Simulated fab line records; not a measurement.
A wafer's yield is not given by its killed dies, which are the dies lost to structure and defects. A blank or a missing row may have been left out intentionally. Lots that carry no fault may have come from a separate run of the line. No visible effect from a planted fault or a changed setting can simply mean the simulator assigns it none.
A lot that was struck, set against a sound lot | flow gf180mcu | 45 out of 602 route steps
Sound: these wafers, L901.1, L901.2, L901.5. Wafers L919.1, L919.4, L919.6 were the ones struck. Last of all comes the cause.
Order at every step that has rows: each side's tool, ch and its chambers, its first start. Under that, the readings that differ: sound wafers | struck wafers | difference of the means | sigmas: that difference in standard deviations of wafers without a fault.
alike: words and numbers the same on both sides, and readings whose means are apart by under 2 such deviations; not compared: readings that were withheld, readings missing a value for some wafer, numbers with overlapping values and no deviation given by the record, and bounds like >300 which may hide the same value.
A row with sigmas, a row that says differs or no value, or rows on one side alone: a step with any of these is where the two part. Numbers that have no deviation but don't overlap get no sigmas and don't part them. A reading missing from all wafers of one side parts the sides only when that side holds two or more wafers.

first, 1 step without rows for these wafers: GF_NWELL_IMPLANT_09.
GF_NWELL_STRIP_10: strips in O2/N2.
  sound on plasmaAsher-04 ch 0,1, day 3 06:44; struck on plasmaAsher-01 ch 0,1, day 7 10:12
  alike: drypumpMotorCurrentA, heaterPowerW, oesProductAu, stripTimeToEndpointS
  not compared: rfHoursCounterH
GF_NWELL_TW_MEAS_11:
  sound on filmMetro-02 at day 3 06:50; struck on filmMetro-02 at day 7 10:18
  alike: NWELL_TW
then, 7 steps without rows for these wafers: GF_LVPWELL_DEHYDRATE_00 (time 60 s); GF_LVPWELL_HMDS_01 (prime time 60 s); GF_LVPWELL_COAT_02 (resist thk 3000 nm); GF_LVPWELL_SOFTBAKE_03; GF_LVPWELL_EXPOSE_04 (exposes mask LVPWELL, target cd 600 nm); GF_LVPWELL_PEB_05; GF_LVPWELL_DEVELOP_06 (develop time 60 s).
GF_LVPWELL_OVL_MEAS_07:
  sound on overlay-01 at day 3 19:27; struck on overlay-02 at day 8 02:13
  alike: LVPWELL_OVL
next, for these wafers, 1 step has no rows: GF_LVPWELL_IMPLANT_08.
GF_LVPWELL_IMPLANT_09:
  sound on implanter-02 ch 0, day 3 19:38; struck on implanter-02 ch 0, day 8 02:24
reading          | sound                         | struck                       | difference | sigmas
doseIonsCm2      | 5.003e+12 4.994e+12 5.003e+12 | 5.435e+12 5.427e+12 5.43e+12 | +4.307e+11 | +80
faradayCurrentUA | 28.6 27.8 28.7                | 30.6 30.5 30.3               | +2.1       | +4
  alike: beamEnergyKeV, endStationPressureTorr
GF_LVPWELL_STRIP_10: strips in O2/N2.
  sound on plasmaAsher-03 ch 0,1, day 3 19:47; struck on plasmaAsher-04 ch 0,1, day 8 02:33
reading                  | sound             | struck            | difference | sigmas
stripTimeToEndpointS (s) | 36.77 36.74 36.67 | 36.99 37.07 37.07 | +0.32      | +3
  alike: drypumpMotorCurrentA, heaterPowerW, oesProductAu
  not compared: rfHoursCounterH
GF_LVPWELL_TW_MEAS_11:
  sound on filmMetro-02 at day 3 19:53; struck on filmMetro-02 at day 8 02:39
  alike: LVPWELL_TW
then, 7 steps without rows for these wafers: GF_MVSD_DEHYDRATE_00 (time 60 s); GF_MVSD_HMDS_01 (prime time 60 s); GF_MVSD_COAT_02 (resist thk 3000 nm); GF_MVSD_SOFTBAKE_03; GF_MVSD_EXPOSE_04 (exposes mask MVSD, target cd 1000 nm); GF_MVSD_PEB_05; GF_MVSD_DEVELOP_06 (develop time 60 s).
GF_MVSD_OVL_MEAS_07:
  sound on overlay-01 at day 4 08:44; struck on overlay-01 at day 8 18:41
  alike: MVSD_OVL
then, 2 steps without rows for these wafers: GF_MVSD_IMPLANT_08; GF_MVSD_IMPLANT_09.
GF_MVSD_STRIP_10: strips in O2/N2.
  sound on plasmaAsher-02 ch 0,1, day 4 09:05; struck on plasmaAsher-02 ch 0,1, day 8 19:02
  alike: drypumpMotorCurrentA, heaterPowerW, oesProductAu, stripTimeToEndpointS
  not compared: rfHoursCounterH
GF_MVSD_TW_MEAS_11:
  sound on filmMetro-02 at day 4 09:11; struck on filmMetro-03 at day 8 19:08
  alike: MVSD_TW
then, 7 steps without rows for these wafers: GF_MVPSD_DEHYDRATE_00 (time 60 s); GF_MVPSD_HMDS_01 (prime time 60 s); GF_MVPSD_COAT_02 (resist thk 3000 nm); GF_MVPSD_SOFTBAKE_03; GF_MVPSD_EXPOSE_04 (exposes mask MVPSD, target cd 1000 nm); GF_MVPSD_PEB_05; GF_MVPSD_DEVELOP_06 (develop time 60 s).
GF_MVPSD_OVL_MEAS_07:
  sound on overlay-02 at day 4 23:22; struck on overlay-02 at day 9 12:34
  alike: MVPSD_OVL
then, 2 steps without rows for these wafers: GF_MVPSD_IMPLANT_08; GF_MVPSD_IMPLANT_09.
GF_MVPSD_STRIP_10: strips in O2/N2.
  sound on plasmaAsher-02 ch 0,1, day 4 23:41; struck on plasmaAsher-01 ch 1, day 9 12:54
  alike: drypumpMotorCurrentA, heaterPowerW, oesProductAu, stripTimeToEndpointS
  not compared: rfHoursCounterH
GF_MVPSD_TW_MEAS_11:
  sound on filmMetro-02 at day 4 23:47; struck on filmMetro-01 at day 9 13:03
  alike: MVPSD_TW
then, 3 steps without rows for these wafers: GF_VT_IMPLANT_DEHYDRATE_00 (time 60 s); GF_VT_IMPLANT_HMDS_01 (prime time 60 s); GF_VT_IMPLANT_COAT_02 (resist thk 1000 nm).
-- the record jumps here: 3 days lie between the struck wafers' starts before and after --
GF_VT_IMPLANT_RS_MEAS_48: measurement is done with a four-point probe.
  sound on filmMetro-01 at day 7 12:27; struck on filmMetro-01 at day 12 15:02
reading             | sound          | struck         | difference | sigmas
LVPWELL_RS (ohm/sq) | 1196 1197 1197 | 1178 1174 1176 | -21        | -7
  not compared: hold
GF_VT_IMPLANT_RS_MEAS_49: measurement is done with a four-point probe.
  sound on filmMetro-01 at day 7 12:34; struck on filmMetro-01 at day 12 19:30
reading | sound | struck                                                                  | difference                   | sigmas
hold    | - - - | awaitDispo/4.3h/release awaitDispo/4.3h/release awaitDispo/4.3h/release | no value on the sound wafers | 
  alike: MVPSD_RS
GF_PASSIVATION_PROBE_99:
  sound wafers here have rows in the record (prober-01, day 29 00:45); struck ones have none

== WHERE THEY PART ==
First at GF_LVPWELL_IMPLANT_09; last, within this record, at GF_PASSIVATION_PROBE_99.

WHY: what had been put in by the simulator
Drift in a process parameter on implanter-02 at GF_LVPWELL_IMPLANT_09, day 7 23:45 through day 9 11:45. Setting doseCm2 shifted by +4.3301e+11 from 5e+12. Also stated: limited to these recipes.
